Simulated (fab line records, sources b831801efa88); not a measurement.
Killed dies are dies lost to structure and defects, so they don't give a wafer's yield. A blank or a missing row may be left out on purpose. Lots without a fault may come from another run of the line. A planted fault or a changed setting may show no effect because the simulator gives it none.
Problem report in the 8D (eight disciplines) form, filled by code | flow sky130 | the parts of the form that need people (team, actions taken, sign-off) are left out

1. THE PROBLEM
time_to_endpoint_s at SKY_FIELD_ISO_CMP_27 reads a mean of 62 s on 3 wafers of 3 lots; wafers without a fault read 110 s with a standard deviation of 3.9. That is -12 standard deviations from the usual mean.
The step: polishes, stops on Si3N4, t overpolish 16 s, target thk 457.8 nm.
First seen on wafer L494.4, day 4 07:34, on cmp-01. The record holds 37 wafers of 13 lots with a number at this step. Rule for "out", or "out of limits": more than 4 standard deviations from the usual mean. The other wafers with a number count as sound.

2. WHAT IT IS AND WHAT IT IS NOT
question                    | is                     | is not
which readings at this step | time_to_endpoint_s     | motor_current_A, overpolish_run_s
which lots                  | L494, L497, L500       | L485, L486, L487, L488, L489, L490, L501, L505, L506, L507
which wafers of those lots  | L494.4, L497.4, L500.4 | L494.5, L497.5, L497.6, L500.5
read on which tools         | cmp-01                 | cmp-02
when                        | from day 4 07:34       | up to then (19 sound wafers); but 15 sound wafers of L497, L500, L501, L505, L506, L507 came after

3. SUSPECTS, AND WHAT RULES EACH OUT
Counting: a tool at a process step up to the reading stays a suspect if it ran every lot that is out. Sound lots after the first of them don't rule it out here, since some wafers of a struck lot are sound.
- cmp-01 at SKY_FIELD_ISO_CMP_27 (polishes, stops on Si3N4, t overpolish 16 s, target thk 457.8 nm): kept. It ran every lot that is out, first L494 (day 4 07:34); its last sound lot up to then is L489 (day 3 05:31). Its own readings are out on those wafers: time_to_endpoint_s.
Left after counting: cmp-01 at SKY_FIELD_ISO_CMP_27.

4. THE CAUSE (what the simulator had put in)
Process parameter drift: cmp-01, from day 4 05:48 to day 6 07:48, at SKY_FIELD_ISO_CMP_27. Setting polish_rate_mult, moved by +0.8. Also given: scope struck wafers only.
Counting left only this tool.

5. THE CHAIN OF EFFECTS, in route order
Each row: a reading whose mean over the struck wafers that have a number lies more than 3 standard deviations from the usual. Only readings for which the record gives a usual standard deviation are gone through. hours: the time from each lot's start at the first step in this table that gives one to its start at this step, as a median over the lots. sigmas: the change in usual standard deviations.
hours | step                 | reading            | usual | on struck wafers | change | sigmas
0     | SKY_FIELD_ISO_CMP_27 | time_to_endpoint_s | 110 s | 62               | -48    | -12
The process steps in it:
- SKY_FIELD_ISO_CMP_27: polishes, stops on Si3N4, t overpolish 16 s, target thk 457.8 nm.
Later measuring or inspecting steps at which every struck wafer that the step has a row for has a number for every such reading, and none has moved that far: SKY_NWELL_THK_MEAS_02, SKY_PWDE_OVL_MEAS_07.

6. WHAT WOULD HAVE CAUGHT IT SOONER
In this record the first reading out of limits was taken at day 4 07:34, 2 hours after the fault began at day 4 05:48.
